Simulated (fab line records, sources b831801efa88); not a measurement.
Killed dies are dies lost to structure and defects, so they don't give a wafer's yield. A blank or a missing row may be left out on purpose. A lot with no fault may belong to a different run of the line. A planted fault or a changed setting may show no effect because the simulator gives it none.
fab line records	flow sky130
record lots=6	wafers=17	lastDay=49
route steps=708 shown FIELD_ISO@16 PAD_OPEN@708
lots with no fault: from the same line, run without faults
startH: hours from the record's opening day to when the first of the lot's shown wafers began	waitH: hours elapsed since this lot's preceding step	" the same as in the row above	L1.1+2: one row covering several wafers at once	- no value, or no start was given	* or withheld: withheld	< > ~ a bound
route shown NAME@n: a module of which the file shows steps, and the number in the route of the first	usual: mean/standard deviation taken from wafers without a fault	same: alike in all rows	chamber/n: place in a boat	sites: readings site by site	_std_site: how widely they spread, as a standard deviation	_edge_site: outer sites' mean less inner sites'	radiusMm: for every site, how far away it sits from the centre of the wafer	mask NAME#n: copy n	behind: tool/chamber where the wafer was last shaped	hold: the reason the lot was held/the length of the hold in hours/how it ended	device: which transistor (n, p or np) failed to switch	end of line: at the end of the route, the tests of the same wafers	a step given without rows: its recipe and nothing more	killed: at the first sort, the dies lost to defects and structure; wafer yield is something else	map: per-die view of a wafer (x killed, . not killed, _ where there is no die)
set.NAME: the setting as run; set.NAME@STEP: as run at that earlier step	model.NAME: the simulator's own value behind a step, which no gauge read
a table for each step, a row for each wafer; lots at some steps of the route
services: a tool's chamber out of use, with start hour (startH, from the record's first day; less than 0 if before it), hours out, and reason
## steps
# step SKY_FIELD_ISO_ETCH_15
# recipe chemistry=CHF3/O2	targetDepthNm=180	stopOn=Si	sourceW=600	biasW=200	pressureMtorr=40	chf3FlowSccm=50	O2_flow_sccm=5	timeS=72
# usual drypumpMotorCurrentA=5.6/0.52	oesProductAu=0.946/0.0073	throttleValvePct=8.843/0.0087
lot.wafer	tool	chamber	startH	waitH	drypumpMotorCurrentA	oesProductAu	rfHoursCounterH	throttleValvePct
L447.2	rieDiel-01	3	31.79	0.0	5.8	0.949	117	8.844
L447.3	"	2	"	"	6.5	0.948	57	8.852
L447.6	"	2	"	"	6.5	0.961	-	8.833
L455.4	rieDiel-03	3	71.54	0.0	5.5	0.936	23	8.834
L455.5	"	0	"	"	5.4	0.925	-	8.839
L457.1	rieDiel-01	3	82.80	0.0	5.9	0.941	118	8.851
L457.2	"	0	"	"	4.8	0.938	97	8.833
L457.6	"	2	"	"	6.5	0.947	-	8.830
L459.1	rieDiel-01	3	92.24	0.0	5.9	0.931	118	8.839
L459.3	"	0	"	"	4.8	0.932	97	8.844
L459.5	"	1	"	"	5.6	0.927	-	8.830
L464.1	rieDiel-01	0	116.94	0.0	4.9	0.949	97	8.845
L464.5	"	3	"	"	5.9	0.945	-	8.857
L464.6	"	2	"	"	6.5	0.939	-	8.841
L466.2	rieDiel-03	3	126.89	0.0	5.5	0.955	24	8.852
L466.3	"	1	"	"	6.3	0.956	46	8.846
L466.4	"	2	"	"	5.5	0.958	35	8.843
# step SKY_FIELD_ISO_STRIP_16
# recipe chemistry=O2/N2	powerW=1400	pressureMtorr=1500	platenTempC=withheld	o2FlowSccm=3000	n2FlowSccm=300	overashFraction=0.5
# usual drypumpMotorCurrentA=5.8/0.45	oesProductAu=0.378/0.0048	stripTimeToEndpointS=3.544/0.025
lot.wafer	tool	chamber	startH	waitH	drypumpMotorCurrentA	oesProductAu	rfHoursCounterH	stripTimeToEndpointS
L447.2	plasmaAsher-01	0	31.85	0.0	5.6	0.379	36	3.556
L447.3	"	0	"	"	5.6	0.379	-	3.558
L447.6	"	0	"	"	5.5	0.388	-	3.547
L455.4	plasmaAsher-04	1	71.63	0.1	5.8	0.376	-	3.533
L455.5	"	0	"	"	5.3	0.375	-	3.498
L457.1	plasmaAsher-03	0	82.86	0.0	5.4	0.386	41	3.530
L457.2	"	1	"	"	6.6	0.377	41	3.516
L457.6	"	0	"	"	5.4	0.377	-	3.532
L459.1	plasmaAsher-04	0	92.30	0.0	5.3	0.380	30	3.569
L459.3	"	0	"	"	5.3	0.372	-	3.510
L459.5	"	0	"	"	5.3	0.381	-	3.581
L464.1	plasmaAsher-01	1	117.00	0.0	6.0	0.369	44	3.512
L464.5	"	1	"	"	6.0	0.383	-	3.539
L464.6	"	0	"	"	5.6	0.376	-	3.537
L466.2	plasmaAsher-01	1	126.95	0.0	6.0	0.389	45	3.539
L466.3	"	1	"	"	6.0	0.378	-	3.563
L466.4	"	0	"	"	5.6	0.383	-	3.507
# step SKY_FIELD_ISO_ETCH_17
# recipe targetDepthA=3420	maskMaterial=Si3N4	chemistry=HBr/Cl2/O2	target=Si	taperDeg=5	icpW=600	biasW=150	pressureMtorr=15	HBr_flow_sccm=150	Cl2_flow_sccm=40	O2_flow_sccm=6	timeS=97.7
# usual drypumpMotorCurrentA=5.6/0.34	oesProductAu=1.000/0.008	throttleValvePct=25.655/0.01
lot.wafer	tool	chamber	startH	waitH	drypumpMotorCurrentA	oesProductAu	rfHoursCounterH	throttleValvePct
L447.2	rieSi-02	0	31.95	0.1	6.4	1.003	2	25.664
L447.3	"	2	"	"	5.6	1.002	21	25.651
L447.6	"	3	"	"	5.9	1.001	-	25.656
L455.4	rieSi-02	0	71.70	0.0	6.4	0.991	2	25.665
L455.5	"	1	"	"	5.0	1.008	-	25.644
L457.1	rieSi-01	0	82.96	0.1	5.4	0.989	55	25.654
L457.2	"	3	"	"	5.7	0.999	49	25.651
L457.6	"	1	"	"	5.6	0.996	-	25.661
L459.1	rieSi-02	3	92.40	0.1	5.9	1.008	74	25.641
L459.3	"	2	"	"	5.6	0.984	21	25.661
L459.5	"	2	"	"	5.6	0.996	-	25.660
L464.1	rieSi-01	2	117.10	0.1	5.7	1.001	3	25.645
L464.5	"	1	"	"	5.6	0.996	-	25.649
L464.6	"	0	"	"	5.4	0.983	-	25.673
L466.2	rieSi-01	2	127.05	0.1	5.7	1.003	3	25.651
L466.3	"	3	"	"	5.7	1.005	50	25.656
L466.4	"	0	"	"	5.4	0.998	55	25.653
# step SKY_FIELD_ISO_WET_ETCH_18
# recipe chemistry=H3PO4	targetDepthNm=25	tempC=160	target=Si3N4	timeS=286
# step SKY_FIELD_ISO_CLEAN_19
# recipe chemistry=SC1/SC2	mix=1:4:20	tempC=70	timeS=150
# step SKY_FIELD_ISO_CLEAN_20
# recipe chemistry=dHF	timeS=20	dilution=100:1
# step SKY_FIELD_ISO_WET_ETCH_21
# recipe chemistry=dHF	dilution=100:1	targetDepthNm=20	dry=ipaMarangoni	target=SiO2	tempC=25	timeS=400
# step SKY_FIELD_ISO_OXIDATION_22
# recipe tempC=950	ambient=O2	stabiliseS=600	purgeS=300	targetThkA=100	oxTimeS=623
# step SKY_FIELD_ISO_THK_MEAS_23
# recipe reads=SiO2_of_FIELD_ISO_OXIDATION_22
# usual FIELD_ISO_OXIDATION_01_THK=9.93/0.22
lot.wafer	tool	chamber	startH	waitH	FIELD_ISO_OXIDATION_01_THK[nm]
L447.2	filmMetro-02	-	33.49	0.0	9.88
L447.3	"	-	"	"	10.01
L447.6	"	-	"	"	10.02
L455.4	filmMetro-02	-	74.48	0.0	10.09
L455.5	"	-	"	"	10.03
L457.1	filmMetro-03	-	84.48	0.0	9.94
L457.2	"	-	"	"	9.86
L457.6	"	-	"	"	9.91
L459.1	filmMetro-01	-	95.65	0.0	10.00
L459.3	"	-	"	"	9.89
L459.5	"	-	"	"	9.79
L464.1	filmMetro-03	-	119.03	0.0	9.64
L464.5	"	-	"	"	9.84
L464.6	"	-	"	"	9.79
L466.2	filmMetro-03	-	128.75	0.0	10.31
L466.3	"	-	"	"	10.18
L466.4	"	-	"	"	10.36
# step SKY_FIELD_ISO_CVD_24
# recipe material=SiO2	targetThkNm=595	tempC=650	sigmaOpenFrac=0.3	timeS=99.2	sih4FlowSccm=60	pressureMtorr=6
# step SKY_FIELD_ISO_THK_MEAS_25
# recipe reads=SiO2_of_FIELD_ISO_CVD_24
# usual FIELD_ISO_CVD_24_THK=596/4.3
lot.wafer	tool	chamber	startH	waitH	FIELD_ISO_CVD_24_THK[nm]
L447.2	filmMetro-02	-	33.62	0.0	587
L447.3	"	-	"	"	598
L447.6	"	-	"	"	594
L455.4	filmMetro-01	-	74.61	0.0	599
L455.5	"	-	"	"	593
L457.1	filmMetro-01	-	84.61	0.0	594
L457.2	"	-	"	"	602
L457.6	"	-	"	"	598
L459.1	filmMetro-03	-	95.78	0.0	597
L459.3	"	-	"	"	600
L459.5	"	-	"	"	599
L464.1	filmMetro-02	-	119.16	0.0	596
L464.5	"	-	"	"	595
L464.6	"	-	"	"	596
L466.2	filmMetro-01	-	128.88	0.0	598
L466.3	"	-	"	"	591
L466.4	"	-	"	"	587
# step SKY_FIELD_ISO_ANNEAL_26
# recipe tempC=1000	timeS=1800	ambient=N2
# step SKY_FIELD_ISO_CMP_27
# recipe stopOn=Si3N4	tOverpolishS=16	downForcePsi=4	platenRpm=60	targetThkNm=457.8	padVelocityMS=0.94248
# usual edgeZonePressureFrac=1.000/0.0051	motorCurrentA=12.2/1.8	overpolishRunS=16.000/0.009	timeToEndpointS=115/3.7
lot.wafer	tool	chamber	startH	waitH	edgeZonePressureFrac	motorCurrentA	overpolishRunS	timeToEndpointS
L447.3	cmp-01	0	35.93	0.1	0.992	10.6	16.000	110
L447.2	"	1	"	"	0.993	11.8	15.989	115
L447.6	"	2	"	"	1.000	11.8	16.004	117
L455.4	cmp-01	0	76.19	0.1	0.995	10.5	15.996	106
L455.5	"	0	"	"	0.998	9.9	16.003	216
L457.1	cmp-01	3	87.63	1.5	0.993	15.7	15.997	116
L457.2	"	0	"	"	0.996	10.0	15.989	231
L457.6	"	3	"	"	0.993	15.9	16.004	120
L459.3	cmp-02	3	98.69	0.0	0.987	9.9	15.986	112
L459.1	"	1	"	"	0.994	12.3	15.991	114
L459.5	"	0	"	"	1.004	11.2	15.993	116
L464.1	cmp-02	0	120.77	0.1	0.999	10.9	16.014	110
L464.6	"	3	"	"	0.990	10.9	16.002	108
L464.5	"	0	"	"	1.002	11.3	15.991	107
L466.4	cmp-02	1	130.48	0.1	0.999	13.4	15.997	114
L466.3	"	2	"	"	1.000	14.0	15.982	116
L466.2	"	3	"	"	1.002	10.6	15.999	113
# step SKY_FIELD_ISO_WET_ETCH_28
# recipe chemistry=dHF	targetDepthNm=23.7	target=SiO2	dilution=10:1	tempC=25	timeS=47
# step SKY_PAD_OPEN_PROBE_99
# usual killed_at_M0_to_M3=43/7.3	killed_at_M4_up=3.2/1.8	killedAtContacts=24/5.8	killedAtFrontEnd=16/4.5	killedAtOther=0.3/0.53	killedDies=87/9.9	killedOpen=48/6.8	killedShort=39/6.9
# same grossDies=492	killedAtBackSide=0
lot.wafer	tool	chamber	startH	waitH	killed_at_M0_to_M3	killed_at_M4_up	killedAtContacts	killedAtFrontEnd	killedAtOther	killedDies	killedOpen	killedShort
L447.2	prober-01	-	1071.09	0.1	44	4	24	14	0	86	48	38
L447.3	prober-01	-	1071.14	0.2	50	7	13	18	0	88	45	43
L447.6	prober-01	-	1071.29	0.2	38	1	17	9	0	65	36	29
L455.5	prober-01	-	1122.53	0.2	44	4	30	19	0	97	50	47
L457.1	prober-01	-	1138.89	0.1	49	3	30	20	0	102	54	48
L457.2	prober-01	-	1138.94	0.1	46	1	32	24	0	103	63	40
L457.6	prober-01	-	1139.14	0.2	51	1	24	15	0	91	52	39
L459.1	prober-02	-	1142.88	0.1	34	2	24	25	0	85	48	37
L459.3	prober-02	-	1142.98	0.2	43	3	28	16	1	91	51	40
L459.5	prober-02	-	1143.08	0.2	45	3	33	10	0	91	57	34
L464.1	prober-02	-	1168.05	0.1	38	2	27	15	0	82	47	35
L464.5	prober-02	-	1168.25	0.2	35	2	22	11	0	70	34	36
L464.6	prober-02	-	1168.30	0.2	49	2	22	13	0	86	52	34
L466.2	prober-02	-	1174.78	0.1	39	3	33	13	0	88	52	36
L466.3	prober-02	-	1174.83	0.2	40	6	25	22	0	93	50	43
L466.4	prober-02	-	1174.88	0.2	49	5	31	15	1	101	56	45
# killed by level:class
L447.2 CONTACT:geometricParticle:open=12 VIA2:geometricParticle:open=8 VIA3:geometricParticle:open=7 LOCAL_INTERCONNECT:geometricParticle:short=6 VIA1:geometricParticle:short=6 METAL1:geometricParticle:short=5 VIA1:geometricParticle:open=5 POLY_GATE:geometricParticle:open=4
L447.3 VIA1:geometricParticle:open=12 VIA2:geometricParticle:open=7 METAL4:geometricParticle:short=7 VIA1:geometricParticle:short=6 FIELD_ISO:geometricParticle:short=6 CONTACT:geometricParticle:open=6 VIA3:geometricParticle:open=6 METAL2:geometricParticle:short=6
L447.6 CONTACT:geometricParticle:open=6 VIA1:geometricParticle:short=6 VIA1:geometricParticle:open=6 VIA2:geometricParticle:open=6 LI_CONTACT:geometricParticle:open=4 METAL1:geometricParticle:open=4 METAL2:geometricParticle:short=4 VIA3:geometricParticle:short=4
L455.5 LI_CONTACT:geometricParticle:open=11 VIA1:geometricParticle:open=9 CONTACT:geometricParticle:open=7 METAL1:geometricParticle:short=6 VIA3:geometricParticle:open=6 FIELD_ISO:geometricParticle:open=5 POLY_GATE:geometricParticle:short=5 FIELD_ISO:geometricParticle:short=4
L457.1 VIA1:geometricParticle:open=16 CONTACT:geometricParticle:open=10 FIELD_ISO:geometricParticle:short=8 LI_CONTACT:geometricParticle:open=7 METAL2:geometricParticle:short=7 VIA3:geometricParticle:open=6 METAL1:geometricParticle:short=6 POLY_GATE:geometricParticle:open=5
L457.2 CONTACT:geometricParticle:open=13 VIA1:geometricParticle:open=12 LI_CONTACT:geometricParticle:open=11 VIA2:geometricParticle:short=8 POLY_GATE:geometricParticle:open=7 FIELD_ISO:geometricParticle:open=6 METAL1:geometricParticle:short=6 VIA2:geometricParticle:open=5
L457.6 CONTACT:geometricParticle:open=15 VIA1:geometricParticle:open=12 VIA2:geometricParticle:open=9 METAL2:geometricParticle:short=8 CONTACT:geometricParticle:short=5 VIA1:geometricParticle:short=4 FIELD_ISO:geometricParticle:short=3 LI_CONTACT:geometricParticle:open=3
L459.1 CONTACT:geometricParticle:open=13 VIA1:geometricParticle:open=9 POLY_GATE:geometricParticle:short=7 FIELD_ISO:geometricParticle:open=6 METAL2:geometricParticle:short=6 FIELD_ISO:geometricParticle:short=5 VIA2:geometricParticle:open=4 VIA3:geometricParticle:open=4
L459.3 VIA1:geometricParticle:open=13 CONTACT:geometricParticle:open=12 CONTACT:geometricParticle:short=7 VIA2:geometricParticle:open=7 LI_CONTACT:geometricParticle:open=6 FIELD_ISO:geometricParticle:short=5 POLY_GATE:geometricParticle:short=5 VIA1:geometricParticle:short=5
L459.5 VIA1:geometricParticle:open=16 CONTACT:geometricParticle:open=13 VIA2:geometricParticle:open=8 LI_CONTACT:geometricParticle:short=6 LOCAL_INTERCONNECT:geometricParticle:short=5 CONTACT:geometricParticle:short=5 VIA3:geometricParticle:open=5 LI_CONTACT:geometricParticle:open=4
L464.1 CONTACT:geometricParticle:open=9 VIA1:geometricParticle:open=8 FIELD_ISO:geometricParticle:short=5 LI_CONTACT:geometricParticle:open=5 LOCAL_INTERCONNECT:geometricParticle:short=5 CONTACT:geometricParticle:short=5 METAL2:geometricParticle:short=5 VIA3:geometricParticle:open=5
L464.5 VIA1:geometricParticle:open=8 CONTACT:geometricParticle:open=6 VIA1:geometricParticle:short=6 VIA2:geometricParticle:open=6 LI_CONTACT:geometricParticle:open=5 LOCAL_INTERCONNECT:geometricParticle:short=5 FIELD_ISO:geometricParticle:open=4 CONTACT:geometricParticle:short=4
L464.6 VIA3:geometricParticle:open=14 VIA1:geometricParticle:open=10 CONTACT:geometricParticle:open=10 LI_CONTACT:geometricParticle:open=4 VIA1:geometricParticle:short=4 VIA3:geometricParticle:short=4 FIELD_ISO:geometricParticle:short=3 POLY_GATE:geometricParticle:short=3
L466.2 CONTACT:geometricParticle:open=14 LI_CONTACT:geometricParticle:open=11 VIA1:geometricParticle:open=9 VIA1:geometricParticle:short=7 VIA2:geometricParticle:open=7 METAL2:geometricParticle:short=5 FIELD_ISO:geometricParticle:short=3 POLY_GATE:geometricParticle:short=3
L466.3 CONTACT:geometricParticle:open=11 VIA1:geometricParticle:open=9 LI_CONTACT:geometricParticle:open=6 FIELD_ISO:geometricParticle:short=5 METAL2:geometricParticle:short=5 POLY_GATE:geometricParticle:short=4 SPACER:geometricParticle:open=4 CONTACT:geometricParticle:short=4
L466.4 CONTACT:geometricParticle:open=16 VIA1:geometricParticle:open=9 VIA2:geometricParticle:open=7 VIA3:geometricParticle:open=6 LI_CONTACT:geometricParticle:open=5 METAL1:geometricParticle:short=5 METAL3:geometricParticle:short=5 FIELD_ISO:geometricParticle:open=4
## services
tool	chamber	startH	hours	kind
cmp-01	-	11.32	7.1	pm
rieSi-02	0	14.08	8.2	repair
rieSi-01	-	20.01	2.8	pm
cmp-01	-	20.03	3.7	repair
cmp-02	-	23.72	13.4	pm
plasmaAsher-03	-	27.42	4.0	pm
cmp-01	-	43.29	2.0	repair
rieSi-01	2	45.95	6.4	repair
cmp-02	-	57.00	5.1	pm
cmp-02	-	64.07	4.0	pm
plasmaAsher-03	-	66.34	0.5	repair
cmp-02	-	68.06	6.5	repair
cmp-02	-	68.07	-	consumableReplace:conditioner
cmp-02	-	68.07	-	consumableReplace:pad
cmp-02	-	81.98	15.1	repair
plasmaAsher-03	-	84.79	0.5	repair
plasmaAsher-03	-	108.75	9.0	pm
plasmaAsher-03	0	108.75	9.0	ventCycle
rieDiel-03	-	111.67	0.5	repair
rieDiel-03	1	117.29	8.2	repair
cmp-01	-	120.36	1.7	repair
rieDiel-03	-	121.30	0.4	repair
cmp-01	-	127.08	2.0	repair
cmp-01	-	128.94	1.9	repair
## key
firstSign step=SKY_FIELD_ISO_CMP_27	reading=timeToEndpointS	direction=up	sigmas=29	usual=*	struck=*
effect none on later readings
metAt SKY_FIELD_ISO_CMP_27
struckWafers L455.5,L457.2
testerLeftOut L455,L457
onsetBetween 35.93 76.19
fault kind=processParameterDrift	tool=cmp-01	chamber=-	onsetH=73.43	steps=SKY_FIELD_ISO_CMP_27	channel=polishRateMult	offset=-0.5	shape=step	endH=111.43	scope=struckWafersOnly
# testerLeftOut: of these lots the tester's yield and bins aren't shown, on N5 and GAA mostly nor the transistor test; their killed dies are dies lost to structure and defects alone, not to doping, threshold or leakage, so they don't give the yield
